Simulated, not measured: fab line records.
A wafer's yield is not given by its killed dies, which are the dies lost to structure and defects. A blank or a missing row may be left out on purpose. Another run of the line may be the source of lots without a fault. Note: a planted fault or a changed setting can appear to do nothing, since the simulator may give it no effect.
fab line records ; flow gf180mcu
record lots=6; wafers=18; last_day=34
route steps=602 shown V2@398 M3@409
lots with no fault: from the same line, run without faults
start_h: hours from the record's opening day to when the first of the lot's shown wafers began ; wait_h: hours from the lot's prior step to this one ; " repeats the value in the row above ; L1.1+2: one row covering several wafers at once ; - no value, or no start was given ; * or withheld: withheld ; < > ~ a bound
route shown NAME@n: NAME is a module with steps in the file, n the number in the route of the first one ; usual: mean and standard deviation over wafers with no fault ; same: alike in all rows ; chamber/n: place in a boat ; sites: the reading at each site ; _std_site: the values' standard deviation ; _edge_site: inner sites' mean taken away from outer sites' mean ; radius_mm: how far each site lies from the wafer's centre ; mask NAME#n: copy n ; behind: the tool/chamber that last shaped the wafer ; hold: what put the lot on hold/how long, in hours/how the hold closed ; device: names the non-switching transistor (n, p or np) ; end of line: tests run on the same wafers once the route is complete ; a step given without rows: its recipe and nothing more ; killed: dies lost to structure and defects at the first sort, not the wafer's yield ; map: shows each die of a wafer: x if killed, . if not, _ if none is there
set.NAME: the run value of the setting; set.NAME@STEP: its run value at that earlier step ; model.NAME: the simulator's own value behind a step, which no gauge read
lots at selected steps of the route; one table per step, one row per wafer
services: a tool's chamber out of use, with start hour (start_h, from the record's first day; less than 0 if before it), hours out, and reason
## steps
# step GF_V2_ETCH_16
# recipe chemistry=N2/H2; target_depth_a=withheld; overetch_a=withheld; time_s=withheld; target=BARC; ion_energy_ev=200; source_w=500; bias_w=100; pressure_mtorr=30; n2_flow_sccm=100; h2_flow_sccm=200
# usual drypump_motor_current_A=5.5/0.55; oes_product_au=0.855/0.0047; throttle_valve_pct=13.225/0.0082
lot.wafer;tool;chamber;start_h;wait_h;drypump_motor_current_A;oes_product_au;throttle_valve_pct
L836.1;rie_diel-04;2;494.81;0.0;4.8;0.860;13.216
L836.4;rie_diel-04;3;494.81;0.0;5.3;0.854;13.217
L836.6;rie_diel-04;2;494.81;0.0;4.8;0.858;13.237
L847.1;rie_diel-04;3;589.84;0.0;5.3;0.853;13.242
L847.3;rie_diel-04;0;589.84;0.0;4.8;0.845;13.210
L847.6;rie_diel-04;1;589.84;0.0;5.7;0.854;13.219
L848.1;rie_diel-03;1;600.16;0.0;5.7;0.847;13.226
L848.2;rie_diel-03;2;600.16;0.0;5.8;0.847;13.230
L848.3;rie_diel-03;0;600.16;0.0;6.5;0.849;13.218
L849.1;rie_diel-03;3;606.46;0.0;5.5;0.858;13.227
L849.2;rie_diel-03;0;606.46;0.0;6.5;0.850;13.224
L849.4;rie_diel-03;2;606.46;0.0;5.8;0.858;13.223
L850.2;rie_diel-02;3;611.44;0.0;5.0;0.859;13.224
L850.3;rie_diel-02;0;611.44;0.0;6.0;0.855;13.225
L850.6;rie_diel-02;2;611.44;0.0;6.5;0.850;13.233
L856.1;rie_diel-04;3;653.34;0.0;5.3;0.861;13.219
L856.3;rie_diel-04;0;653.34;0.0;4.8;0.854;13.231
L856.4;rie_diel-04;1;653.34;0.0;5.7;0.853;13.233
# step GF_V2_ETCH_17
# recipe chemistry=C4F8/O2/Ar; mask_material=KrF; target=SiO2; stop_on=TiN; source_w=1500; bias_w=1200; pressure_mtorr=40; c4f8_flow_sccm=withheld; O2_flow_sccm=6; Ar_flow_sccm=300; time_s=withheld; target_depth_a=6300
# usual oes_product_au=0.857/0.0047
lot.wafer;tool;chamber;start_h;wait_h;oes_product_au
L836.1;rie_diel-04;2;-;-;0.858
L836.4;rie_diel-04;3;-;-;0.858
L836.6;rie_diel-04;2;-;-;0.863
L847.1;rie_diel-04;3;-;-;0.857
L847.3;rie_diel-04;0;-;-;0.857
L847.6;rie_diel-04;1;-;-;0.853
L848.1;rie_diel-03;1;-;-;0.860
L848.2;rie_diel-03;2;-;-;0.856
L848.3;rie_diel-03;0;-;-;0.859
L849.1;rie_diel-03;3;-;-;0.851
L849.2;rie_diel-03;0;-;-;0.854
L849.4;rie_diel-03;2;-;-;0.861
L850.2;rie_diel-02;3;-;-;0.860
L850.3;rie_diel-02;0;-;-;0.854
L850.6;rie_diel-02;2;-;-;0.861
L856.1;rie_diel-04;3;-;-;0.856
L856.3;rie_diel-04;0;-;-;0.858
L856.4;rie_diel-04;1;-;-;0.854
# step GF_V2_STRIP_18
# recipe chemistry=O2/N2; power_w=1400; pressure_mtorr=1500; platen_temp_c=250; o2_flow_sccm=3000; n2_flow_sccm=300; overash_fraction=0.5
# step GF_V2_STRIP_19
# recipe chemistry=post_etch_residue_remover; time_s=1200; temp_c=72.5
# step GF_V2_CLEAN_20
# recipe chemistry=DIW; dry=n2_spin
# step GF_V2_SPUTTER_21
# recipe material=Ti; target_thk_nm=15; chamber_pressure_pa=5; power_w=2500; substrate_temp_c=200; time_s=80.02
# usual cathode_dc_power_W=2500.0/0.46; chamber_pressure_pa=5.000/0.0094; throttle_valve_pct=29.9/0.78
lot.wafer;tool;chamber;start_h;wait_h;cathode_dc_power_W;chamber_pressure_pa;throttle_valve_pct
L836.1;pvd_sputter-04;-;495.50;0.0;2500.0;4.993;28.2
L836.4;pvd_sputter-04;-;495.50;0.0;2499.6;5.004;30.2
L836.6;pvd_sputter-04;-;495.50;0.0;2500.5;4.994;29.9
L847.1;pvd_sputter-04;-;590.50;0.0;2499.8;4.990;30.5
L847.3;pvd_sputter-04;-;590.50;0.0;2499.8;4.998;28.8
L847.6;pvd_sputter-04;-;590.50;0.0;2500.2;4.991;30.9
L848.1;pvd_sputter-04;-;600.82;0.0;2499.9;5.008;28.6
L848.2;pvd_sputter-04;-;600.82;0.0;2500.1;5.013;30.1
L848.3;pvd_sputter-04;-;600.82;0.0;2499.7;4.998;30.3
L849.1;pvd_sputter-02;-;607.12;0.0;2499.7;4.998;30.1
L849.2;pvd_sputter-02;-;607.12;0.0;2499.8;4.986;31.0
L849.4;pvd_sputter-02;-;607.12;0.0;2499.1;5.021;30.0
L850.2;pvd_sputter-04;-;612.10;0.0;2500.3;4.987;30.9
L850.3;pvd_sputter-04;-;612.10;0.0;2499.6;5.002;30.1
L850.6;pvd_sputter-04;-;612.10;0.0;2500.2;5.000;30.7
L856.1;pvd_sputter-01;-;654.03;0.0;2500.0;5.000;28.7
L856.3;pvd_sputter-01;-;654.03;0.0;2500.3;4.986;29.0
L856.4;pvd_sputter-01;-;654.03;0.0;2500.0;5.004;30.1
# step GF_V2_SPUTTER_22
# recipe material=TiN; target_thk_nm=10; chamber_pressure_pa=5; power_w=4000; time_s=40
# usual cathode_dc_power_W=4000.0/0.72; chamber_pressure_pa=5.000/0.01; throttle_valve_pct=29.9/0.79
lot.wafer;tool;chamber;start_h;wait_h;cathode_dc_power_W;chamber_pressure_pa;throttle_valve_pct
L836.1;pvd_sputter-04;-;495.56;0.0;3998.7;4.995;28.6
L836.4;pvd_sputter-04;-;495.56;0.0;4000.1;4.992;30.1
L836.6;pvd_sputter-04;-;495.56;0.0;4000.3;4.984;30.0
L847.1;pvd_sputter-04;-;590.56;0.0;3999.8;4.993;30.1
L847.3;pvd_sputter-04;-;590.56;0.0;3999.1;4.981;28.7
L847.6;pvd_sputter-04;-;590.56;0.0;4000.5;4.983;30.8
L848.1;pvd_sputter-04;-;600.88;0.0;4000.6;4.992;28.5
L848.2;pvd_sputter-04;-;600.88;0.0;3999.7;5.001;30.2
L848.3;pvd_sputter-04;-;600.88;0.0;4001.0;5.016;30.2
L849.1;pvd_sputter-02;-;607.18;0.0;3999.5;4.995;30.1
L849.2;pvd_sputter-02;-;607.18;0.0;4001.0;4.989;30.7
L849.4;pvd_sputter-02;-;607.18;0.0;4000.4;4.987;29.9
L850.2;pvd_sputter-04;-;612.16;0.0;3999.7;5.002;30.7
L850.3;pvd_sputter-04;-;612.16;0.0;4000.1;4.995;30.2
L850.6;pvd_sputter-04;-;612.16;0.0;4001.5;5.007;30.7
L856.1;pvd_sputter-01;-;654.09;0.0;3999.9;5.008;28.8
L856.3;pvd_sputter-01;-;654.09;0.0;3999.8;5.025;28.8
L856.4;pvd_sputter-01;-;654.09;0.0;3999.2;5.001;30.2
# step GF_V2_CVD_23
# recipe material=W; target_thk_nm=350; time_s=104.94; temp_c=400; pressure_torr=40
# usual chamber_pressure_Torr=40.00/0.088; heater_power_w=827/69; susceptor_temp_C=399.97/0.21
lot.wafer;tool;chamber;start_h;wait_h;chamber_pressure_Torr;heater_power_w;susceptor_temp_C
L836.1;cvd_w-01;0;495.60;0.0;40.10;891;400.13
L836.4;cvd_w-01;0;495.60;0.0;40.11;876;399.95
L836.6;cvd_w-01;0;495.60;0.0;40.10;889;400.02
L847.1;cvd_w-02;1;590.60;0.0;40.10;713;399.57
L847.3;cvd_w-02;1;590.60;0.0;39.96;729;400.00
L847.6;cvd_w-02;1;590.60;0.0;39.99;725;399.74
L848.1;cvd_w-01;0;600.92;0.0;40.04;875;400.15
L848.2;cvd_w-01;1;600.92;0.0;39.95;840;400.06
L848.3;cvd_w-01;1;600.92;0.0;39.98;865;399.76
L849.1;cvd_w-02;1;607.22;0.0;39.99;741;399.57
L849.2;cvd_w-02;0;607.22;0.0;40.19;872;399.76
L849.4;cvd_w-02;0;607.22;0.0;40.06;867;399.75
L850.2;cvd_w-02;0;612.20;0.0;39.93;839;400.24
L850.3;cvd_w-02;1;612.20;0.0;39.98;730;399.97
L850.6;cvd_w-02;1;612.20;0.0;40.12;722;400.09
L856.1;cvd_w-01;0;654.13;0.0;39.95;922;399.87
L856.3;cvd_w-01;0;654.13;0.0;39.93;902;400.11
L856.4;cvd_w-01;1;654.13;0.0;39.82;865;399.99
# step GF_V2_RS_MEAS_24
# recipe thk_meas_gauge=four-point-probe; reads=W_of_V2_CVD_23+TiN_of_V2_SPUTTER_22+Ti_of_V2_SPUTTER_21
# usual V2_W_RS=0.326/0.0046
lot.wafer;tool;chamber;start_h;wait_h;V2_W_RS[ohm/sq]
L836.1;film_metro-04;-;495.71;0.1;0.335
L836.4;film_metro-04;-;495.71;0.1;0.332
L836.6;film_metro-04;-;495.71;0.1;0.334
L847.1;film_metro-04;-;590.82;0.2;0.318
L847.3;film_metro-04;-;590.82;0.2;0.317
L847.6;film_metro-04;-;590.82;0.2;0.320
L848.1;film_metro-04;-;601.03;0.1;0.331
L848.2;film_metro-04;-;601.03;0.1;0.319
L848.3;film_metro-04;-;601.03;0.1;0.325
L849.1;film_metro-02;-;607.33;0.1;0.325
L849.2;film_metro-02;-;607.33;0.1;0.327
L849.4;film_metro-02;-;607.33;0.1;0.322
L850.2;film_metro-01;-;612.33;0.1;0.327
L850.3;film_metro-01;-;612.33;0.1;0.325
L850.6;film_metro-01;-;612.33;0.1;0.324
L856.1;film_metro-04;-;654.24;0.1;0.338
L856.3;film_metro-04;-;654.24;0.1;0.333
L856.4;film_metro-04;-;654.24;0.1;0.327
# step GF_V2_THK_MEAS_25
# recipe thk_meas_gauge=xrf; reads=W_of_V2_CVD_23
# usual V2_W_THK=345/5.2
lot.wafer;tool;chamber;start_h;wait_h;V2_W_THK[nm]
L836.1;film_metro-04;-;495.83;0.1;333
L836.4;film_metro-04;-;495.83;0.1;336
L836.6;film_metro-04;-;495.83;0.1;333
L847.1;film_metro-04;-;590.94;0.1;350
L847.3;film_metro-04;-;590.94;0.1;354
L847.6;film_metro-04;-;590.94;0.1;349
L848.1;film_metro-04;-;601.15;0.1;337
L848.2;film_metro-04;-;601.15;0.1;348
L848.3;film_metro-04;-;601.15;0.1;347
L849.1;film_metro-02;-;607.45;0.1;346
L849.2;film_metro-02;-;607.45;0.1;343
L849.4;film_metro-02;-;607.45;0.1;348
L850.2;film_metro-01;-;612.44;0.1;345
L850.3;film_metro-01;-;612.44;0.1;346
L850.6;film_metro-01;-;612.44;0.1;346
L856.1;film_metro-04;-;654.36;0.1;333
L856.3;film_metro-04;-;654.36;0.1;337
L856.4;film_metro-04;-;654.36;0.1;342
# step GF_V2_CMP_26
# recipe stop_on=SiO2; down_force_psi=3.5; platen_rpm=60; t_overpolish_s=15; target_thk_nm=0; pad_velocity_m_s=0.94248
# step GF_M3_SPUTTER_00
# recipe material=Ti; target_thk_nm=37.5; arriving_ion_energy_ev=80; substrate_temp_c=200; chamber_pressure_pa=2; power_w=4000; time_s=150
# step GF_M3_SPUTTER_01
# recipe material=TiN; target_thk_nm=30; power_w=6500; time_s=25; chamber_pressure_pa=0.4
# usual cathode_dc_power_W=6499.9/1.2; chamber_pressure_pa=0.4000/0.00081; throttle_valve_pct=29.8/0.78
lot.wafer;tool;chamber;start_h;wait_h;cathode_dc_power_W;chamber_pressure_pa;throttle_valve_pct
L836.1;pvd_sputter-01;-;496.29;0.1;6501.9;0.4000;28.8
L836.4;pvd_sputter-01;-;496.29;0.1;6499.0;0.3995;28.7
L836.6;pvd_sputter-01;-;496.29;0.1;6497.5;0.4002;28.9
L847.1;pvd_sputter-03;-;591.59;0.1;6500.1;0.3996;29.4
L847.3;pvd_sputter-03;-;591.59;0.1;6500.2;0.4002;30.2
L847.6;pvd_sputter-03;-;591.59;0.1;6500.4;0.4002;30.0
L848.1;pvd_sputter-03;-;601.61;0.1;-;-;-
L848.2;pvd_sputter-03;-;601.61;0.1;-;-;-
L848.3;pvd_sputter-03;-;601.61;0.1;-;-;-
L849.1;pvd_sputter-03;-;608.01;0.1;-;-;-
L849.2;pvd_sputter-03;-;608.01;0.1;-;-;-
L849.4;pvd_sputter-03;-;608.01;0.1;-;-;-
L850.2;pvd_sputter-01;-;612.89;0.1;6499.5;0.4001;30.9
L850.3;pvd_sputter-01;-;612.89;0.1;6500.6;0.3998;28.8
L850.6;pvd_sputter-01;-;612.89;0.1;6499.8;0.3999;29.2
L856.1;pvd_sputter-04;-;654.82;0.1;6500.7;0.3992;30.9
L856.3;pvd_sputter-04;-;654.82;0.1;6499.3;0.4010;29.9
L856.4;pvd_sputter-04;-;654.82;0.1;6499.0;0.4004;28.7
# step GF_M3_SPUTTER_02
# recipe material=AlCu; target_thk_nm=450; power_w=10600; time_s=23.9; chamber_pressure_pa=0.4
# step GF_M3_SPUTTER_03
# recipe material=Ti; target_thk_nm=10; substrate_temp_c=300; chamber_pressure_pa=0.3; power_w=3000; time_s=6.7
# step GF_M3_SPUTTER_04
# recipe material=TiN; target_thk_nm=50; power_w=6500; time_s=41.7; chamber_pressure_pa=0.4
# step GF_M3_DEHYDRATE_07
# recipe temp_c=200; time_s=60
# step GF_M3_HMDS_08
# recipe prime_time_s=60; prime_temp_c=120
# step GF_M3_COAT_09
# recipe resist=KrF; spin_rpm=withheld; resist_thk_nm=1000
# step GF_M3_SOFTBAKE_10
# recipe temp_c=130; time_s=60; resist=KrF
# step GF_M3_EXPOSE_11
# recipe mask_id=Metal3; target_cd_nm=280; na=0.68; source_shape=conventional; sigma_outer=0.6; dose_mj=28
# step GF_M3_PEB_12
# recipe peb_temp_c=135; peb_time_s=90; resist=KrF
# step GF_M3_DEVELOP_13
# recipe develop_time_s=60; dev_temp_c=21
# step GF_M3_CD_MEAS_14
# recipe target_cd_nm=280
# usual cd_nm=280.2/1.2
lot.wafer;tool;chamber;start_h;wait_h;cd_nm
L836.1;cd_sem-01;-;520.05;0.1;281.4
L836.4;cd_sem-01;-;520.05;0.1;280.6
L836.6;cd_sem-01;-;520.05;0.1;281.1
L847.1;cd_sem-01;-;612.72;0.1;281.2
L847.3;cd_sem-01;-;612.72;0.1;279.6
L847.6;cd_sem-01;-;612.72;0.1;280.1
L848.1;cd_sem-02;-;622.67;0.1;280.9
L848.2;cd_sem-02;-;622.67;0.1;279.7
L848.3;cd_sem-02;-;622.67;0.1;280.8
L849.1;cd_sem-02;-;628.59;0.1;279.6
L849.2;cd_sem-02;-;628.59;0.1;279.2
L849.4;cd_sem-02;-;628.59;0.1;279.2
L850.2;cd_sem-02;-;633.27;0.1;278.9
L850.3;cd_sem-02;-;633.27;0.1;279.0
L850.6;cd_sem-02;-;633.27;0.1;278.9
L856.1;cd_sem-02;-;673.85;0.1;281.5
L856.3;cd_sem-02;-;673.85;0.1;282.0
L856.4;cd_sem-02;-;673.85;0.1;280.9
# step GF_M3_OVL_MEAS_15
# usual M3_OVL=0/5.7
lot.wafer;tool;chamber;start_h;wait_h;M3_OVL[nm]
L836.1;overlay-01;-;520.17;0.1;6
L836.4;overlay-01;-;520.17;0.1;-3
L836.6;overlay-01;-;520.17;0.1;-7
L847.1;overlay-02;-;612.84;0.1;4
L847.3;overlay-02;-;612.84;0.1;4
L847.6;overlay-02;-;612.84;0.1;11
L848.1;overlay-02;-;622.79;0.1;-8
L848.2;overlay-02;-;622.79;0.1;1
L848.3;overlay-02;-;622.79;0.1;-8
L849.1;overlay-01;-;628.71;0.1;0
L849.2;overlay-01;-;628.71;0.1;-10
L849.4;overlay-01;-;628.71;0.1;-12
L850.2;overlay-02;-;633.38;0.1;-6
L850.3;overlay-02;-;633.38;0.1;-7
L850.6;overlay-02;-;633.38;0.1;-1
L856.1;overlay-01;-;673.97;0.1;-3
L856.3;overlay-01;-;673.97;0.1;-3
L856.4;overlay-01;-;673.97;0.1;-10
# step GF_M3_METAL_ETCH_16
# recipe chemistry=Cl2/BCl3; mask_material=KrF; target_depth_nm=627.5; stop_on=SiO2; pressure_mtorr=8; icp_w=800; bias_w=140; Cl2_flow_sccm=80; bcl3_flow_sccm=40; time_s=104.6
# usual bcl3_flow_sccm=39.97/0.11; drypump_motor_current_A=5.93/0.21; oes_product_au=0.970/0.0066; throttle_valve_pct=28.251/0.01
lot.wafer;tool;chamber;start_h;wait_h;bcl3_flow_sccm;drypump_motor_current_A;oes_product_au;rf_hours_counter_h;throttle_valve_pct
L836.1;rie_metal-04;0;520.21;0.0;39.86;6.01;0.966;8;28.258
L836.4;rie_metal-04;1;520.21;0.0;39.86;6.05;0.964;-;28.249
L836.6;rie_metal-04;1;520.21;0.0;39.94;6.05;0.969;-;28.243
L847.1;rie_metal-04;1;612.87;0.0;40.09;6.04;0.976;0;28.259
L847.3;rie_metal-04;1;612.87;0.0;39.84;6.06;0.971;-;28.245
L847.6;rie_metal-04;1;612.87;0.0;39.90;6.05;0.971;-;28.252
L848.1;rie_metal-03;0;622.82;0.0;40.14;5.98;0.945;8;28.272
L848.2;rie_metal-03;1;622.82;0.0;39.99;6.03;0.940;5;28.284
L848.3;rie_metal-03;0;622.82;0.0;40.06;5.97;0.942;-;28.267
L849.1;rie_metal-03;1;628.75;0.0;39.82;6.01;0.940;5;28.283
L849.2;rie_metal-03;0;628.75;0.0;39.73;6.00;0.944;8;28.271
L849.4;rie_metal-03;0;628.75;0.0;39.88;6.00;0.945;-;28.274
L850.2;rie_metal-03;1;633.41;0.0;40.23;6.04;0.977;5;28.239
L850.3;rie_metal-03;0;633.41;0.0;39.87;5.98;0.962;-;28.262
L850.6;rie_metal-03;0;633.41;0.0;39.90;5.98;0.976;-;28.256
L856.1;rie_metal-04;1;674.01;0.0;39.94;6.05;0.974;2;28.242
L856.3;rie_metal-04;0;674.01;0.0;40.11;6.00;0.968;-;28.257
L856.4;rie_metal-04;1;674.01;0.0;39.97;6.06;0.980;-;28.257
# step GF_M3_STRIP_17
# recipe chemistry=O2/N2; power_w=1400; pressure_mtorr=1500; platen_temp_c=250; o2_flow_sccm=3000; n2_flow_sccm=300; overash_fraction=0.5
## services
tool;chamber;start_h;hours;kind
cvd_w-02;-;475.61;0.3;repair
rie_diel-03;1;480.12;6.5;repair
pvd_sputter-03;-;482.85;2.1;repair
rie_diel-04;0;490.47;8.3;repair
cvd_w-02;-;495.49;0.9;repair
rie_diel-03;-;496.66;1.2;repair
cvd_w-02;-;502.80;6.9;pm
cvd_w-01;1;510.56;4.5;repair
rie_diel-03;0;530.25;5.8;repair
rie_diel-03;-;531.49;2.8;pm
cvd_w-01;-;540.49;6.0;pm
rie_diel-04;1;541.71;18.8;repair
cvd_w-02;0;574.58;5.0;repair
rie_diel-04;-;576.84;0.4;repair
cvd_w-01;1;585.50;2.0;repair
cvd_w-02;0;589.89;12.5;repair
rie_diel-03;3;597.52;3.3;repair
rie_diel-03;-;604.15;0.6;repair
rie_diel-04;-;622.64;2.8;pm
rie_diel-04;-;629.26;0.4;repair
cvd_w-02;-;636.24;1.9;repair
rie_diel-03;-;641.43;0.7;repair
rie_diel-03;3;669.23;5.5;repair
rie_diel-04;0;673.41;15.5;repair
## key
first_sign step=GF_M3_SPUTTER_01; reading=tool_record; direction=missing
effect step=GF_M3_METAL_ETCH_16; reading=oes_product_au; direction=down; sigmas=4.1; usual=0.970; struck=0.943
met_at GF_M3_SPUTTER_01
struck_wafers L848.1,L848.2,L848.3,L849.1,L849.2,L849.4
later_rows_left_out L848.1,L848.2,L848.3,L849.1,L849.2,L849.4
sort_left_out L848.1,L848.2,L848.3,L849.1,L849.2,L849.4
onset_between 591.59 601.61
earlier_fault kind=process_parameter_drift; tool=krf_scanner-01; chamber=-; onset_h=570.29; steps=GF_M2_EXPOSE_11; channel=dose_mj; offset=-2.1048; shape=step; acts_in=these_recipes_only; stated=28
fault kind=skipped_step_whole; tool=pvd_sputter-03; chamber=-; onset_h=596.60; steps=GF_M3_SPUTTER_01; scope=struck_lots_only
# sort_left_out: the simulated sort isn't trusted on such a fault, so these wafers' sort isn't shown, and their yield isn't known
# later_rows_left_out: the simulator's readings of these wafers behind a module that went badly wrong aren't trusted and aren't shown, but for the sort
